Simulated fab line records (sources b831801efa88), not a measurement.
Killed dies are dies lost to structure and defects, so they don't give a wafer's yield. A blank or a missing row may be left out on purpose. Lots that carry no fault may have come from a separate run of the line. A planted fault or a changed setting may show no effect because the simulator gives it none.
The tool behind it: which one? ; flow gf180mcu ; 21 wafers from 7 lots sampled at 2 of the route's 602 steps

WHAT EACH GAUGE READ, for each wafer
GF_MVSD_OVL_MEAS_07.
lot;measured;on;MVSD_OVL (nm)
L948;day 4 17:18;overlay-01;0.5 0.4 -3.0
L952;day 5 14:58;overlay-02;-3.2 -2.9 -1.8
L955;day 6 12:22;overlay-02;-2.5 -1.8 -0.4
L957;day 6 20:55;overlay-01;-0.2 -0.1 -1.1
L968;day 9 13:57;overlay-02;-2.2 -0.3 -0.7
L970;day 10 02:43;overlay-02;-2.8 -3.2 -0.2

EACH LOT AND THE TOOL THAT RAN IT (in order: tool; ch and the chambers of the sampled wafers; start)
lot;GF_STI_EXPOSE_09
L948;krfScanner-01 ch 0, day 2 01:17
L952;krfScanner-01 ch 0, day 2 20:48
L955;krfScanner-02 ch 0, day 3 12:02
L957;krfScanner-02 ch 0, day 3 22:19
L964;krfScanner-02, day 5 09:32
L968;krfScanner-01 ch 0, day 6 05:47
L970;krfScanner-02 ch 0, day 6 18:35
- GF_STI_EXPOSE_09: exposes mask COMP, target cd 220 nm.

THE ANSWER, worked out from the rows above alone
Rule: the lots themselves supply what counts as usual. The widest of any qualifying gaps counts: lots, ordered by their means at a reading, are off when they make up no more than a third of the lots, leave a main group of 4 or more, and stand apart from it by 3 or more times the standard deviation of that group's means. A main group whose means are all the same, to the digits that the tables above print for the reading, isn't used. A lot without any number at a reading at which 4 lots or more have one is off too. Where the step has rows for the other lots, those lots are counted as sound.
No lot is off at any reading shown: from this, nothing can be told.

WHAT THE SIMULATOR PUT IN
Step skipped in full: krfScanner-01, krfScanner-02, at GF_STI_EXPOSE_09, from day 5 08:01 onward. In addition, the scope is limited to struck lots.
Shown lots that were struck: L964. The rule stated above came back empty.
